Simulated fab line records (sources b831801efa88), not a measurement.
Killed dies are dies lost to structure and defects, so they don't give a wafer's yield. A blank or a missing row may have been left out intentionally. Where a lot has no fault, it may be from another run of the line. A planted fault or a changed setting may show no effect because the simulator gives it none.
Split-lot trial + flow gf180mcu + on a route of 602 steps: 5 lots, 23 wafers read

THE SPLIT
At GF_V3_COAT_09 (resist thk 1000 nm), the setting resist_thk_nm was moved away from the recipe's 1000 nm on 7 of the 23 wafers read, by -1.7% to +4.5%. All remaining wafers had this setting at the recipe value.

FROM THE SPLIT TO THE READING: what the file shows between them, 4 steps
- GF_V3_PEB_12: peb time 90 s (also split here: peb_time_s)
- GF_V3_DEVELOP_13: develop time 60 s
- GF_V3_ETCH_16: etches BARC in N2/H2
- GF_V3_ETCH_17: etches SiO2 in C4F8/O2/Ar, stops on TiN, target depth 635 nm

THE READING
oes_product_au, in a.u., at GF_V3_STRIP_18 (strips in O2/N2). Fault-free wafers of this fab line usually give 0.594 a.u., standard deviation 0.0048 a.u.

| wafer  | tool, chamber at the split | resist_thk_nm as run, nm | against the recipe | oes_product_au, a.u. | against lot-mates on the recipe |
|--------|----------------------------|--------------------------|--------------------|----------------------|---------------------------------|
| L077.1 | litho_track-03, 0          | 983.2                    | -1.7%              | 0.581                | -0.015                          |
| L077.2 | litho_track-03, 0          | 1000                     | recipe             | 0.596                | -                               |
| L077.3 | litho_track-03, 0          | 1000                     | recipe             | 0.596                | -                               |
| L077.5 | litho_track-03, 0          | 983.2                    | -1.7%              | 0.576                | -0.020                          |
| L077.6 | litho_track-03, 0          | 983.2                    | -1.7%              | 0.596                | +0.000                          |
| L078.1 | litho_track-04, 0          | 1000                     | recipe             | 0.597                | -                               |
| L078.2 | litho_track-04, 0          | 1000                     | recipe             | 0.594                | -                               |
| L078.3 | litho_track-04, 0          | 1000                     | recipe             | 0.591                | -                               |
| L078.5 | litho_track-04, 0          | 1000                     | recipe             | 0.591                | -                               |
| L078.6 | litho_track-04, 0          | 1000                     | recipe             | 0.591                | -                               |
| L079.1 | litho_track-04, 0          | 1000                     | recipe             | 0.593                | -                               |
| L079.4 | litho_track-04, 0          | 1000                     | recipe             | 0.589                | -                               |
| L079.6 | litho_track-04, 0          | 1000                     | recipe             | 0.590                | -                               |
| L082.1 | litho_track-01, 0          | 1000                     | recipe             | 0.588                | -                               |
| L082.2 | litho_track-01, 0          | 1028                     | +2.8%              | 0.604                | +0.013                          |
| L082.3 | litho_track-01, 0          | 1000                     | recipe             | 0.594                | -                               |
| L082.5 | litho_track-01, 0          | 1000                     | recipe             | 0.592                | -                               |
| L082.6 | litho_track-01, 0          | 1028                     | +2.8%              | 0.605                | +0.014                          |
| L084.1 | litho_track-03, 0          | 1045                     | +4.5%              | 0.619                | +0.025                          |
| L084.2 | litho_track-03, 0          | 1000                     | recipe             | 0.596                | -                               |
| L084.4 | litho_track-03, 0          | 1045                     | +4.5%              | 0.614                | +0.020                          |
| L084.5 | litho_track-03, 0          | 1000                     | recipe             | 0.594                | -                               |
| L084.6 | litho_track-03, 0          | 1000                     | recipe             | 0.591                | -                               |

THE FIT
A straight line over all 23 wafers: oes_product_au changes by +0.005 a.u. for each +1% of resist_thk_nm; r = +0.90; the points scatter about the line by 0.0041 a.u.
The same after taking each lot's own level away (the mean of its wafers on the recipe; 23 wafers): +0.00532 a.u. for each +1%; r = +0.92; scatter 0.0039 a.u.
According to that fit, moving resist_thk_nm by its largest amount changes the reading by 0.024 a.u.
Across the lots, their own levels run from 0.5907 to 0.5960 a.u., a range of 1.1 times the standard deviation given above.
The two slopes are in agreement: the lot-to-lot level therefore moves the slope only a little.
Check: with one of the wafers moved furthest among these (+4.5%) left out of the fit, the line predicts +0.0224 a.u. for it against its lot-mates. Against them it came out at +0.0253 a.u.

ADDITIONAL SPLITS CARRIED BY THESE WAFERS
Other splits were also applied to these wafers ahead of the reading. Each is held against what the fit with the lots' levels taken away leaves over:
| other split on the same wafers       | wafers away from the commonest value | r with oes_product_au (lot level and that fit taken away) |
|--------------------------------------|--------------------------------------|-----------------------------------------------------------|
| GF_SALICIDE_SPUTTER_03 power_w       | 5                                    | -0.11                                                     |
| GF_V1_CVD_00 sih4_flow_sccm          | 4                                    | +0.14                                                     |
| GF_V1_CVD_02 time_s                  | 11                                   | -0.05                                                     |
| GF_V2_CVD_00 sih4_flow_sccm          | 6                                    | -0.08                                                     |
| GF_V2_CVD_23 pressure_torr           | 18                                   | +0.11                                                     |
| GF_M3_SPUTTER_00 chamber_pressure_pa | 15                                   | -0.05                                                     |
| GF_V3_PEB_12 peb_time_s              | 8                                    | -0.14                                                     |

THE WHOLE CHAIN: every reading that the file lists as answering this split, in the file's order
| step           | what it does       | reading                                                                   | change (the file's fit)                   | r (the file's) |
|----------------|--------------------|---------------------------------------------------------------------------|-------------------------------------------|----------------|
| GF_V3_COAT_09  | resist thk 1000 nm | KrF_of_V3_COAT_09.thk_nm (the simulator's own value, which no gauge read) | +9.88 nm for each +1% of the setting      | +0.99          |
| GF_V3_STRIP_18 | strips in O2/N2    | oes_product_au                                                            | +0.00514 a.u. for each +1% of the setting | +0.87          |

THE FILE'S OWN FIT
oes_product_au changes by +0.00514 a.u. for each +1% of resist_thk_nm, r = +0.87.
